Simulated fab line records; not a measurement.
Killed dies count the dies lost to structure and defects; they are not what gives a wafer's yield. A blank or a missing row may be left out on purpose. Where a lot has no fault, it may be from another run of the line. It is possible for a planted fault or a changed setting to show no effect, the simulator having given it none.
What tool caused it? | flow sky130 | 11 lots, 33 wafers sampled, at 6 steps of a route of 708

== WHAT THE GAUGES SHOWED, per wafer ==
SKY_POLY_CUT_OVL_MEAS_09.
lot  | measured     | on         | POLY_CUT_OVL (nm)
L416 | day 24 19:43 | overlay-01 | -3 -2 -7
L420 | day 25 22:25 | overlay-01 | 4 -5 -5
L421 | day 26 08:00 | overlay-01 | -14 5 2
L428 | day 28 12:13 | overlay-02 | -5 -11 -5
L429 | day 28 20:44 | overlay-02 | -13 -11 -11
L430 | day 29 07:20 | overlay-02 | -3 0 -7
L432 | day 29 20:40 | overlay-02 | 2 0 -4
L436 | day 31 03:58 | overlay-02 | -6 1 -3
L437 | day 31 16:30 | overlay-01 | -16 -15 -17
L438 | day 31 19:20 | overlay-01 | -6 -17 -8
L439 | day 31 23:48 | overlay-02 | 3 0 4

SKY_LI_CONTACT_CD_MEAS_12 targets a cd of 170 nm.
lot  | measured     | on        | cd-nm (nm)
L416 | day 29 17:37 | cd-sem-02 | 172.8 172.8 173.0
L420 | day 30 18:10 | cd-sem-01 | 170.6 168.9 170.7
L421 | day 31 05:19 | cd-sem-02 | 169.2 169.0 169.2
L428 | day 33 05:25 | cd-sem-01 | 170.8 172.5 172.5
L429 | day 33 12:25 | cd-sem-02 | 168.9 169.1 168.3
L430 | day 33 23:46 | cd-sem-02 | 171.7 170.4 169.9
L432 | day 34 12:16 | cd-sem-01 | 170.1 170.5 170.2
L436 | day 35 16:23 | cd-sem-02 | 173.0 173.8 172.8
L437 | day 36 05:05 | cd-sem-01 | 169.2 169.6 171.2
L438 | day 36 07:56 | cd-sem-02 | 172.0 170.5 171.4
L439 | day 36 12:13 | cd-sem-02 | 169.6 169.4 168.2

SKY_LI_CONTACT_RS_MEAS_22: a four-point-probe measurement.
lot  | measured     | on            | LI_CONTACT_W_RS (ohm/sq)
L416 | day 29 18:28 | film-metro-02 | 0.286 0.292 0.286
L420 | day 30 19:01 | film-metro-04 | 0.275 0.278 0.278
L421 | day 31 06:09 | film-metro-02 | 0.284 0.286 0.287
L428 | day 33 06:17 | film-metro-04 | 0.281 0.278 0.276
L429 | day 33 13:16 | film-metro-02 | 0.365 0.361 0.366
L430 | day 34 00:36 | film-metro-01 | 0.356 0.361 0.355
L432 | day 34 13:07 | film-metro-02 | 0.292 0.287 0.292
L436 | day 35 17:14 | film-metro-01 | 0.284 0.288 0.285
L437 | day 36 05:55 | film-metro-04 | 0.287 0.290 0.293
L438 | day 36 08:47 | film-metro-01 | 0.287 0.293 0.286
L439 | day 36 13:04 | film-metro-04 | 0.290 0.291 0.290

SKY_LI_CONTACT_THK_MEAS_23: measures by xrf.
lot  | measured     | on            | LI_CONTACT_W_THK (nm)
L416 | day 29 18:35 | film-metro-02 | 432 421 428
L420 | day 30 19:08 | film-metro-04 | 442 434 435
L421 | day 31 06:16 | film-metro-02 | 444 437 432
L428 | day 33 06:24 | film-metro-04 | 432 434 437
L429 | day 33 13:23 | film-metro-02 | 333 337 332
L430 | day 34 00:43 | film-metro-01 | 336 334 336
L432 | day 34 13:14 | film-metro-02 | 420 424 420
L436 | day 35 17:21 | film-metro-01 | 427 420 425
L437 | day 36 06:02 | film-metro-04 | 413 406 407
L438 | day 36 08:54 | film-metro-01 | 418 412 423
L439 | day 36 13:11 | film-metro-04 | 406 406 407

== EACH LOT AND THE TOOL THAT RAN IT (in order: tool; ch and the chambers of the sampled wafers; start) ==
lot  | SKY_LI_CONTACT_CMP_02         | SKY_LI_CONTACT_CVD_21
L416 | cmp-02 ch 0,2,3, day 28 12:58 | cvd-w-02 ch 0,1, day 29 18:20
L420 | cmp-01 ch 0,1,3, day 29 13:40 | cvd-w-01 ch 0,1, day 30 18:53
L421 | cmp-02 ch 0,1,3, day 30 01:04 | cvd-w-01 ch 0,1, day 31 06:01
L428 | cmp-01 ch 1,2,3, day 32 02:03 | cvd-w-01 ch 0,1, day 33 06:10
L429 | cmp-02 ch 0,2,3, day 32 09:24 | cvd-w-01 ch 0,1, day 33 13:07
L430 | cmp-01 ch 0,1,3, day 32 20:31 | cvd-w-01 ch 0,1, day 34 00:28
L432 | cmp-01 ch 1,2,3, day 33 09:34 | cvd-w-02 ch 0,1, day 34 12:59
L436 | cmp-02 ch 0,1,3, day 34 14:14 | cvd-w-02 ch 0,1, day 35 17:07
L437 | cmp-02 ch 0,1, day 35 02:30   | cvd-w-02 ch 0,1, day 36 05:46
L438 | cmp-02 ch 0,1,2, day 35 05:50 | cvd-w-02 ch 0,1, day 36 08:40
L439 | cmp-02 ch 1,2,3, day 35 09:50 | cvd-w-02 ch 0,1, day 36 12:55
- SKY_LI_CONTACT_CMP_02: polishes PSG.
- SKY_LI_CONTACT_CVD_21: deposits W, target thk 400 nm, time 120.56 s.

== WHAT THE TOOLS THEMSELVES READ (means of the sampled wafers that have a number; where no wafer has one, the mark that the record gives instead) ==
SKY_LI_CONTACT_CMP_02.
lot  | tool   | motor-current-A (A) | time-to-endpoint-s (s)
L416 | cmp-02 | 11.4                | 40
L420 | cmp-01 | 13.5                | 33
L421 | cmp-02 | 11.5                | 33
L428 | cmp-01 | 12.4                | 31
L429 | cmp-02 | 11.4                | 36
L430 | cmp-01 | 13.0                | 32
L432 | cmp-01 | 13.0                | 35
L436 | cmp-02 | 12.0                | 31
L437 | cmp-02 | 13.2                | 33
L438 | cmp-02 | 11.8                | 32
L439 | cmp-02 | 11.1                | 35

SKY_LI_CONTACT_CVD_21.
lot  | tool     | heater-power-w (W) | susceptor-temp-C (C)
L416 | cvd-w-02 | 888                | 399.86
L420 | cvd-w-01 | 982                | 400.06
L421 | cvd-w-01 | 900                | 400.06
L428 | cvd-w-01 | 898                | 399.89
L429 | cvd-w-01 | 827                | 386.60
L430 | cvd-w-01 | 905                | 386.57
L432 | cvd-w-02 | 935                | 400.06
L436 | cvd-w-02 | 892                | 400.20
L437 | cvd-w-02 | 923                | 400.03
L438 | cvd-w-02 | 897                | 400.04
L439 | cvd-w-02 | 930                | 400.07

== THE ANSWER, worked out from the rows above alone ==
Rule: what is usual is taken from the lots themselves. Put in order of their means at a reading, lots are off if they are a third of the lots or fewer, leave a main group of 4 or more, and stand apart from it by a gap of 3 or more times the standard deviation of the main group's means; of several such gaps the widest counts. If all means in a main group match to the digits the tables above print for the reading, that group is not used. Also off: a lot with no number at a reading for which 4 or more lots have one. Any other lot the step has rows for is counted as sound. First the gauges in route order, then the tools' own readings, where a lot's mean is used as printed above. At the first step where some lot is off, the reading lying furthest off is the one used; lots without a number count as furthest.
Off: at SKY_LI_CONTACT_RS_MEAS_22 (LI_CONTACT_W_RS), L429, L430. Main group: mean 0.286 ohm/sq, sd 0.0048.
If a tool, at a process step before that reading, ran all the lots that are off and no sound lot after the first of them, it fits. Not tried: the gauges at SKY_LI_CONTACT_RS_MEAS_22; whatever is off there is also off at SKY_LI_CONTACT_CVD_21, on other tools, and gauge error can't account for it. One fits: cvd-w-01 at SKY_LI_CONTACT_CVD_21. Its last sound lot is L428 (day 33 06:10), its first lot that is off L429 (day 33 13:07): a fault that began between those two fits.
The tool's own readings at SKY_LI_CONTACT_CVD_21 bear it out: on the lots that are off they differ by more than 5 times the standard deviation of the sound lots' means. susceptor-temp-C reads 386.59 C there against 400.03 C on the sound lots.

== WHAT HAD BEEN PUT IN BY THE SIMULATOR ==
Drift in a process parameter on cvd-w-01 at SKY_LI_CONTACT_CVD_21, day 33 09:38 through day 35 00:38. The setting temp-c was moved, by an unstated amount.
Lots struck among those shown: L429, L430. The rule above reached the same finding.
